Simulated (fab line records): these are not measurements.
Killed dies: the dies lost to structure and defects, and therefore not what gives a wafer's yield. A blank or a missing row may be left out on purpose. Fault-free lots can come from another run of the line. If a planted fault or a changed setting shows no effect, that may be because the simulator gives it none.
Which tool is to blame? -- flow sky130 -- Sampling: 13 lots, 39 wafers, 5 of 708 route steps

== WHAT THE GAUGES READ, wafer by wafer ==
SKY_VT_ADJUST_NCORE_OVL_MEAS_08. Usual: VT_ADJUST_NCORE_OVL typically reads -1.1 nm, with standard deviation 1.5.
lot,measured,on,VT_ADJUST_NCORE_OVL (nm),flag
L926,day 9 13:26,overlay-02,-0.4 -2.5 -1.7,
L927,day 9 13:50,overlay-02,-2.7 -3.7 -2.7,
L928,day 9 13:59,overlay-01,-1.2 -2.0 -0.3,
L930,day 9 17:57,overlay-02,-0.7 -1.6 -1.5,
L929,day 9 19:02,overlay-01,1.7 -0.4 0.1,
L936,day 11 13:26,overlay-02,-1.2 1.1 0.1,
L942,day 13 16:08,overlay-02,-0.7 -0.7 -1.0,
L943,day 13 16:26,overlay-02,-1.3 0.5 -2.2,
L944,day 14 05:29,overlay-02,-0.5 -4.2 -0.6,
L945,day 14 21:26,overlay-01,0.9 0.2 0.1,
L946,day 15 19:29,overlay-01,-0.4 0.6 1.8,
L947,day 16 07:44,overlay-02,-1.8 -0.5 -1.1,
L948,day 16 09:08,overlay-01,-0.5 -1.3 1.2,

SKY_VT_ADJUST_NCORE_TW_MEAS_11. Usual: VT_ADJUST_NCORE_TW typically reads 221.0, with standard deviation 1.7.
lot,measured,on,VT_ADJUST_NCORE_TW,flag
L926,day 9 13:44,film metro-01,220.8 220.2 219.6,
L927,day 9 14:08,film metro-02,223.4 221.9 222.8,
L928,day 9 14:16,film metro-01,219.7 220.1 220.3,
L930,day 9 18:14,film metro-01,220.9 221.5 221.3,
L929,day 9 19:20,film metro-03,218.4 218.1 217.9,
L936,day 11 13:44,film metro-02,222.0 223.8 223.5,
L942,day 13 16:26,film metro-02,223.2 223.6 223.6,
L943,day 13 16:44,film metro-02,222.3 223.6 223.7,
L944,day 14 05:46,film metro-01,221.1 222.9 221.2,
L945,day 14 21:44,film metro-01,220.6 220.8 220.9,
L946,day 15 19:46,film metro-03,219.4 220.0 219.5,
L947,day 16 08:02,film metro-01,221.1 220.4 219.3,
L948,day 16 09:25,film metro-01,221.0 220.6 220.8,

SKY_SONOS_ONO_THK_MEAS_03. Usual: SONOS_ONO_CVD_02_THK typically reads 10.47 nm, with standard deviation 0.14.
lot,measured,on,SONOS_ONO_CVD_02_THK (nm),flag
L926,day 12 15:32,film metro-01,10.50 10.47 10.38,
L927,day 12 16:35,film metro-03,10.29 10.36 10.16,
L928,day 12 17:38,film metro-02,10.54 10.51 10.53,
L930,day 12 21:45,film metro-03,10.59 10.52 10.61,
L929,day 12 21:44,film metro-02,10.35 10.41 10.32,
L936,day 14 19:59,film metro-01,9.75 9.80 9.86 9.78 9.83 9.85,OFF
L942,day 17 07:42,film metro-01,10.47 10.58 10.52,
L943,day 17 08:45,film metro-03,10.65 10.69 10.61,
L944,day 17 23:05,film metro-03,10.89 10.63 10.47,
L945,day 18 14:55,film metro-02,10.54 10.63 10.60,
L946,day 19 15:43,film metro-01,10.48 10.50 10.49,
L947,day 20 07:50,film metro-02,10.60 10.43 10.47,
L948,day 20 07:47,film metro-02,10.61 10.61 10.52,

SKY_GATE_OXIDE_TW_MEAS_14. Usual: GATE_OXIDE_TW typically reads 224.7, with standard deviation 1.3.
lot,measured,on,GATE_OXIDE_TW,flag
L926,day 14 21:52,film metro-04,222.1 224.2 222.0,
L927,day 14 23:59,film metro-01,225.8 225.7 225.1,
L928,day 15 02:15,film metro-03,225.3 223.8 224.6,
L930,day 15 06:16,film metro-04,223.3 222.2 221.4,
L929,day 15 06:34,film metro-03,223.7 224.7 223.8,
L936,day 17 07:00,film metro-01,226.9 226.6 226.7,
L942,day 19 23:45,film metro-04,223.1 223.0 223.5,
L943,day 20 02:07,film metro-01,226.4 225.3 224.8,
L944,day 20 15:35,film metro-04,223.6 223.3 223.7,
L945,day 21 09:33,film metro-04,221.5 222.8 222.1,
L946,day 22 08:06,film metro-01,225.2 226.3 224.7,
L947,day 23 02:06,film metro-01,226.2 226.7 226.4,
L948,day 23 01:04,film metro-01,224.9 225.9 225.5,

== WHAT TOOL EACH LOT RAN ON (gives the tool, then ch and the chambers of the sampled wafers, and finally the start) ==
lot,SKY_SONOS_ONO_CVD_02
L926,"lpcvd-02 ch 1, day 12 14:29"
L927,"lpcvd-02 ch 0, day 12 15:32"
L928,"lpcvd-02 ch 1, day 12 16:35"
L930,"lpcvd-02 ch 0, day 12 20:41"
L929,"lpcvd-02 ch 1, day 12 20:41"
L936,"lpcvd-02 ch 0, day 14 18:56"
L942,"lpcvd-02 ch 1, day 17 06:38"
L943,"lpcvd-02 ch 1, day 17 07:41"
L944,"lpcvd-02 ch 1, day 17 22:02"
L945,"lpcvd-02 ch 1, day 18 13:52"
L946,"lpcvd-02 ch 0, day 19 14:40"
L947,"lpcvd-02 ch 0, day 20 06:44"
L948,"lpcvd-02 ch 1, day 20 06:44"
- SKY_SONOS_ONO_CVD_02: deposits Si3N4 from DCS/NH3, target thk 10.5 nm, time 180 s.

== WHAT THE TOOLS THEMSELVES READ (means of the sampled wafers that have a number; where no wafer has one, the mark that the record gives instead) ==
SKY_SONOS_ONO_CVD_02. Usual: pressure mtorr 250.1 mTorr, standard deviation 0.51; zone power lower pct 13.4 %, standard deviation 1.5.
lot,tool,pressure mtorr (mTorr),zone power lower pct (%),flag
L926,lpcvd-02,250.3,12.0,
L927,lpcvd-02,249.8,15.1,
L928,lpcvd-02,249.9,12.0,
L930,lpcvd-02,249.8,15.0,
L929,lpcvd-02,250.1,12.2,
L936,lpcvd-02,200.4,14.9,OFF
L942,lpcvd-02,250.7,11.9,
L943,lpcvd-02,249.9,12.1,
L944,lpcvd-02,250.6,12.0,
L945,lpcvd-02,249.8,12.2,
L946,lpcvd-02,250.7,14.8,
L947,lpcvd-02,250.1,15.1,
L948,lpcvd-02,250.3,11.9,

== THE ANSWER, worked out from the rows above alone ==
Rule: take the mean of a lot's wafers that have a number; if it is more than 3 standard deviations from the usual mean, the lot is off. Also off: a lot with no number at a reading for which 4 or more lots have one. Any other lot the step has rows for is counted as sound. After the gauges, taken in route order, come the tools' own readings; for these a lot's mean is taken, as printed above. The first step at which some lot is off is used, and at that step the reading that is off furthest; a lot without a number counts as furthest.
Off: at SKY_SONOS_ONO_THK_MEAS_03 (SONOS_ONO_CVD_02_THK), L936.
If a tool, at a process step before that reading, ran all the lots that are off and no sound lot after the first of them, it fits. Not tried: the gauges at SKY_SONOS_ONO_THK_MEAS_03; whatever is off there is also off at SKY_SONOS_ONO_CVD_02, on other tools, and gauge error can't account for it. No candidate that was tried fits.

== WHAT THE SIMULATOR PUT IN ==
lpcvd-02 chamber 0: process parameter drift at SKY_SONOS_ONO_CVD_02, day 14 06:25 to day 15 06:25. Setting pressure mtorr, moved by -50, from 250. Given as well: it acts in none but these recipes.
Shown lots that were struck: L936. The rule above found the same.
